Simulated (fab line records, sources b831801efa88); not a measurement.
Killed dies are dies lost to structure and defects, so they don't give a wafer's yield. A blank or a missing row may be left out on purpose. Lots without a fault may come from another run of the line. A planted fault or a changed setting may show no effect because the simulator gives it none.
One fault seen from 2 desks | flow sky130 | each desk has only its own numbers; what lay behind them comes last

THE TOOL OWNER'S DESK: furnace-01
The tool's own readings at SKY_FIELD_ISO_OXIDATION_01 (stabilise 600 s, purge 300 s, target thk 12 nm): means of the sampled wafers that have a number, for each lot that ran on this tool. A lot is out of limits, marked OUT, if its mean lies more than 4 standard deviations from the usual mean; the brackets give that distance.
Columns: A = spike_tc_top_C at SKY_FIELD_ISO_OXIDATION_01, usual 908.4 C; B = zone_power_bottom_pct at SKY_FIELD_ISO_OXIDATION_01, usual 32 %
lot  | first seen here | A     | B
L958 | day 1 15:07     | 907.7 | 34
L959 | day 1 20:50     | 907.1 | 34
L960 | day 2 02:25     | 907.3 | 34
L961 | day 2 08:08     | 907.7 | 34
L962 | day 2 17:54     | 908.1 | 34
L963 | day 2 17:54     | 908.7 | 34
L964 | day 3 03:50     | 908.8 | 34
L965 | day 3 03:50     | 908.1 | 34
L966 | day 3 09:45     | 907.9 | 34
L968 | day 3 18:57     | 907.6 | 34
This desk's finding: nothing out of limits on any of the 10 lots.

THE METROLOGY DESK
What the gauges read, lot by lot, whatever tool the lot ran on: means of the sampled wafers that have a number. A lot is out of limits, marked OUT, if its mean lies more than 4 standard deviations from the usual mean; the brackets give that distance.
Columns: A = FIELD_ISO_OXIDATION_00_THK at SKY_FIELD_ISO_THK_MEAS_02, usual 12.02 nm; B = PWDE_RS at SKY_NWELL_RS_MEAS_31, usual 5280 ohm/sq; C = cd_nm at SKY_VT_ADJUST_NCORE_CD_MEAS_07, usual 380.9 nm
lot  | first seen here | A                | B    | C
L957 | day 1 11:38     | 11.87            | 5288 | 381.6
L958 | day 1 16:38     | 11.91            | 5289 | 381.8
L959 | day 1 22:21     | 11.90            | 5279 | 384.8
L960 | day 2 03:56     | 11.54            | 5281 | 375.2
L961 | day 2 09:38     | 11.83            | 5279 | 383.7
L962 | day 2 19:26     | 11.97            | 5278 | 383.6
L963 | day 2 19:29     | 12.17            | 5275 | 379.5
L964 | day 3 05:21     | 12.24            | 5293 | 381.6
L965 | day 3 05:25     | 11.92            | 5261 | 379.0
L966 | day 3 11:17     | 10.10 (-8.0) OUT | 5311 | 386.5
L967 | day 3 13:38     | 12.28            | 5249 | 381.2
L968 | day 3 20:28     | 10.04 (-8.2) OUT | 5279 | 380.9
This desk's finding: out of limits on L966, L968; first on L966, day 3 11:17 (FIELD_ISO_OXIDATION_00_THK at SKY_FIELD_ISO_THK_MEAS_02). In limits: L957, L958, L959, L960, L961, L962, L963, L964, L965, L967.

PUT TOGETHER
The metrology desk could have raised an alarm at day 3 11:17, on L966, L968.
The tool owner's desk saw nothing out of limits.
The tool owner's desk has L966, L968 on record, within its limits.
Of the lots named, all ran SKY_FIELD_ISO_OXIDATION_01 on furnace-01.

WHAT THE SIMULATOR HAD PUT IN
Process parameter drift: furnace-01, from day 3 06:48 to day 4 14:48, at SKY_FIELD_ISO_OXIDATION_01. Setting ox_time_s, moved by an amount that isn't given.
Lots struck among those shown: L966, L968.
Hours from the fault's start to each desk's first reading out of limits: the metrology desk, 4.
